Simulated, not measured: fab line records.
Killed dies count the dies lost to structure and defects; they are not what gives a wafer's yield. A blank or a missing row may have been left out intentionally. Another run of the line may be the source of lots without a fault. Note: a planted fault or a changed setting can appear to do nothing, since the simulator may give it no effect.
Which tool is to blame?    flow gf180mcu    Sampling: 13 lots, 38 wafers, 5 of 602 route steps

## WHAT THE GAUGES SHOWED, per wafer
GF_V1_THK_MEAS_25: measures by xrf.
lot   measured      on             V1_W_THK (nm)
L117  day 18 08:25  film metro-02  343 351 347
L119  day 18 21:16  film metro-02  353 350 348
L120  day 19 13:42  film metro-01  355 354 351
L121  day 19 15:02  film metro-02  355 359 351
L123  day 20 16:55  film metro-02  363 358 359
L126  day 21 16:57  film metro-02  365 355
L133  day 23 22:19  film metro-02  357 364 362
L135  day 24 12:00  film metro-01  355 355 353
L136  day 25 03:25  film metro-04  351 347 347
L137  day 25 03:44  film metro-01  353 352 351
L138  day 25 11:47  film metro-04  357 356 356
L139  day 25 19:04  film metro-02  351 354 348
L140  day 26 03:39  film metro-02  353 357 353

GF_M2_CD_MEAS_14: the cd target is 280 nm.
lot   measured      on         cd nm (nm)
L117  day 19 08:17  cd sem-01  279.3 277.9 279.3
L119  day 19 22:27  cd sem-02  278.0 278.8 277.8
L120  day 20 14:28  cd sem-02  280.6 278.1 280.0
L121  day 20 16:00  cd sem-02  280.0 279.6 279.2
L123  day 21 16:52  cd sem-02  280.8 279.6 280.1
L126  day 22 17:10  cd sem-02  279.7 278.6
L133  day 24 20:38  cd sem-02  280.5 280.4 278.8
L135  day 25 10:36  cd sem-01  278.4 278.9 278.4
L136  day 26 01:26  cd sem-02  279.2 279.8 278.2
L137  day 26 01:44  cd sem-01  279.8 279.3 278.3
L138  day 26 09:44  cd sem-01  279.2 278.7 280.1
L139  day 26 15:48  cd sem-01  277.5 276.8 277.2
L140  day 27 00:38  cd sem-01  276.4 277.8 277.8

GF_M3_CD_MEAS_14: the cd target is 280 nm.
lot   measured      on         cd nm (nm)
L117  day 21 15:08  cd sem-02  280.5 279.0 280.2
L119  day 22 00:58  cd sem-01  280.6 280.6 280.2
L120  day 22 17:17  cd sem-01  280.3 280.8 279.0
L121  day 22 18:32  cd sem-01  277.0 278.1 277.2
L123  day 23 18:25  cd sem-02  279.6 271.8 271.9
L126  day 24 16:26  cd sem-02  279.0 271.9
L133  day 26 19:13  cd sem-02  279.7 280.8 280.4
L135  day 27 07:28  cd sem-02  277.4 278.9 278.1
L136  day 27 20:56  cd sem-01  279.3 278.8 279.1
L137  day 27 21:03  cd sem-01  281.7 279.7 280.4
L138  day 28 05:04  cd sem-01  280.5 279.7 279.9
L139  day 28 11:47  cd sem-02  280.4 279.7 279.7
L140  day 28 19:21  cd sem-02  280.0 280.5 279.3

GF_V3_BOW_MEAS_05.
lot   measured      on             V3_BOW (um)
L117  day 21 16:31  film metro-02  118 124 120
L119  day 22 02:21  film metro-01  114 112 117
L120  day 22 18:40  film metro-02  120 108 115
L121  day 22 19:55  film metro-04  112 103 112
L123  day 23 19:49  film metro-02  127 120 123
L126  day 24 17:58  film metro-02  132 137
L133  day 26 20:35  film metro-04  114 112 114
L135  day 27 08:51  film metro-04  112 102 125
L136  day 27 22:21  film metro-01  108 102 120
L137  day 27 22:57  film metro-02  128 113 121
L138  day 28 06:35  film metro-04  108 121 108
L139  day 28 13:10  film metro-02  104 102 108
L140  day 28 20:44  film metro-01  117 121 129

## WHICH TOOL RAN EACH LOT (tool, then ch and the chambers of the sampled wafers, then the start)
lot   GF_M3_EXPOSE_11
L117  krf scanner-01 ch 0, day 21 03:11
L119  krf scanner-02 ch 0, day 21 13:24
L120  krf scanner-01 ch 0, day 22 05:55
L121  krf scanner-02 ch 0, day 22 06:52
L123  krf scanner-01 ch 0, day 23 06:56
L126  krf scanner-01 ch 0, day 24 05:26
L133  krf scanner-02 ch 0, day 26 09:10
L135  krf scanner-01 ch 0, day 26 21:08
L136  krf scanner-02 ch 0, day 27 11:24
L137  krf scanner-01 ch 0, day 27 11:38
L138  krf scanner-01 ch 0, day 27 19:28
L139  krf scanner-02 ch 0, day 28 02:05
L140  krf scanner-02 ch 0, day 28 09:58
- GF_M3_EXPOSE_11: exposes mask Metal3, target cd 280 nm.

## WHAT THE TOOLS THEMSELVES READ (means of the sampled wafers that have a number; where no wafer has one, the mark that the record gives instead)
GF_M3_EXPOSE_11.
lot   tool            stage vel mm s (mm/s)
L117  krf scanner-01  500.22
L119  krf scanner-02  499.79
L120  krf scanner-01  499.86
L121  krf scanner-02  499.59
L123  krf scanner-01  499.84
L126  krf scanner-01  499.80
L133  krf scanner-02  500.24
L135  krf scanner-01  499.99
L136  krf scanner-02  499.87
L137  krf scanner-01  499.66
L138  krf scanner-01  500.09
L139  krf scanner-02  500.20
L140  krf scanner-02  500.06

## THE ANSWER, worked out from the rows above alone
Rule: the lots themselves supply what counts as usual. The widest of any qualifying gaps counts: lots, ordered by their means at a reading, are off when they make up no more than a third of the lots, leave a main group of 4 or more, and stand apart from it by 3 or more times the standard deviation of that group's means. Not used: any main group whose means are identical at the precision the tables above print for the reading. A lot without any number at a reading at which 4 lots or more have one is off too. Where the step has rows for the other lots, those lots are counted as sound. The gauges are gone through in route order, then the tools' own readings, and for those a lot's mean is taken as printed above. At the first step where some lot is off, the reading lying furthest off is the one used; lots without a number count as furthest.
No lot is off on any of the readings shown, so nothing can be concluded from this.

## WHAT THE SIMULATOR HAD PUT IN
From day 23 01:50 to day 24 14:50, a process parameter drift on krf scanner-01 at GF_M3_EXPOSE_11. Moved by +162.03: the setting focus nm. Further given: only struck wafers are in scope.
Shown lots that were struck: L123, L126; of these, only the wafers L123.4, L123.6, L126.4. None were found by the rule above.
